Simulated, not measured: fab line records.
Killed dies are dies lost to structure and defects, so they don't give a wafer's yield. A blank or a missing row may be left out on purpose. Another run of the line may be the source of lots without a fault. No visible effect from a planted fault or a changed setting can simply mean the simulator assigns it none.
Which tool did it? -- flow sfq line -- Sampling: 7 lots, 21 wafers, 2 of 325 route steps

## WHAT THE GAUGES READ, wafer by wafer
SFQ_R5_THK_MEAS_934: measures by xrf.
lot,measured,on,R5_MONX_THK (nm)
L988,day 61 04:03,film metro-03,40.5 40.0 40.9
L990,day 61 13:01,film metro-01,42.1 42.2 41.7
L995,day 62 04:01,film metro-03,40.0 39.4 39.6
L100,day 65 06:54,film metro-02,39.8 41.0 40.3
L102,day 65 12:53,film metro-02,39.8 39.7 38.8
L104,day 67 12:53,film metro-03,40.1 39.3 39.4
L107,day 68 15:33,film metro-01,40.8 40.5 40.1

## TOOL THAT RAN EACH LOT (tool first, then ch and the chambers of the sampled wafers, then the start)
lot,SFQ_TRILAYER_R5_DEP_SPUTTER_133
L988,"pvd sputter-05, day 61 03:49"
L990,"pvd sputter-05, day 61 12:49"
L995,"pvd sputter-04, day 62 03:49"
L100,"pvd sputter-04, day 65 06:41"
L102,"pvd sputter-04, day 65 12:41"
L104,"pvd sputter-05, day 67 12:41"
L107,"pvd sputter-06, day 68 15:20"
- SFQ_TRILAYER_R5_DEP_SPUTTER_133: material MoNx, target thk 40 nm, time 66.7 s.

## THE ANSWER, worked out from the rows above alone
Rule: usual is defined by the lots themselves. Put in order of their means at a reading, lots are off if they are a third of the lots or fewer, leave a main group of 4 or more, and stand apart from it by a gap of 3 or more times the standard deviation of the main group's means; of several such gaps the widest counts. A main group is skipped when, at the precision printed for the reading in the tables above, its means are all equal. Also off: a lot with no number at a reading for which 4 or more lots have one. The other lots that the step has rows for count as sound.
Off: L990, seen at SFQ_R5_THK_MEAS_934 (R5_MONX_THK). The main group: mean 40.0 nm, standard deviation 0.44.
If a tool, at a process step before that reading, ran all the lots that are off and no sound lot after the first of them, it fits. The gauges at SFQ_R5_THK_MEAS_934 are tried like those tools. Of those tried, none fits.

## WHAT HAD BEEN PUT IN BY THE SIMULATOR
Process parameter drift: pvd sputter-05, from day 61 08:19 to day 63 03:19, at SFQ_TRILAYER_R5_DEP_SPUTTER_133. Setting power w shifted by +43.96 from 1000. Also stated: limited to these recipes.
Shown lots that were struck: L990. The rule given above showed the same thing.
